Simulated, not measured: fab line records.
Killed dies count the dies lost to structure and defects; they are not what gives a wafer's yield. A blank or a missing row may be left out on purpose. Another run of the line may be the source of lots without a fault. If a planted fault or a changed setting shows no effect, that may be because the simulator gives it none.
Chamber matching -- flow sky130 -- SKY_LDD_LDN_CLEAN_14 on wetBench-01 has 4 sister chambers
The step cleans in SC1/SC2, time 150 s. 4 wafers are shown with their chamber, then 8 later ones without.

EACH WAFER AND ITS CHAMBER
wafer,chamber,bathHeatDutyPct (%)
L319.6,1,13.7
L320.5,2,13.5
L321.6,3,13.4
L325.1,0,11.5

WAFERS WITH NO CHAMBER GIVEN
wafer,bathHeatDutyPct (%)
L325.5,11.8
L325.6,10.4
L329.1,14.0
L329.3,12.9
L329.6,12.7
L331.2,14.9
L331.3,12.9
L331.4,12.6

WHICH CHAMBER EACH WENT THROUGH
wafer,from the rows above,in truth
L325.5,can't be placed: 0 or 3 or 2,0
L325.6,0,0
L329.1,can't be placed: 1 or 2 or 3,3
L329.3,can't be placed: 3 or 2 or 1 or 0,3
L329.6,can't be placed: 3 or 2 or 1 or 0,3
L331.2,can't be placed: 1 or 2 or 3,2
L331.3,can't be placed: 3 or 2 or 1 or 0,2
L331.4,can't be placed: 3 or 2 or 0 or 1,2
Correct placement for 1 of the 8. Cannot be placed on the basis of these rows: 7; the candidates contain the true chamber in 7. Placed wrongly: 0.
How it was worked out, from the rows above alone: a wafer's distance from a chamber is the root of the sum, over the readings, of the square of ((its reading less the chamber's mean) divided by the reading's scatter). The wafer belongs to the nearest chamber; if the next one is less than 2 further off, it can't be placed. For every chamber, the mean is computed from those of its wafers that are shown. The scatter (one wafer shown for each chamber): square how far every hidden wafer sits from the nearest shown wafer, average those squares and take the square root.
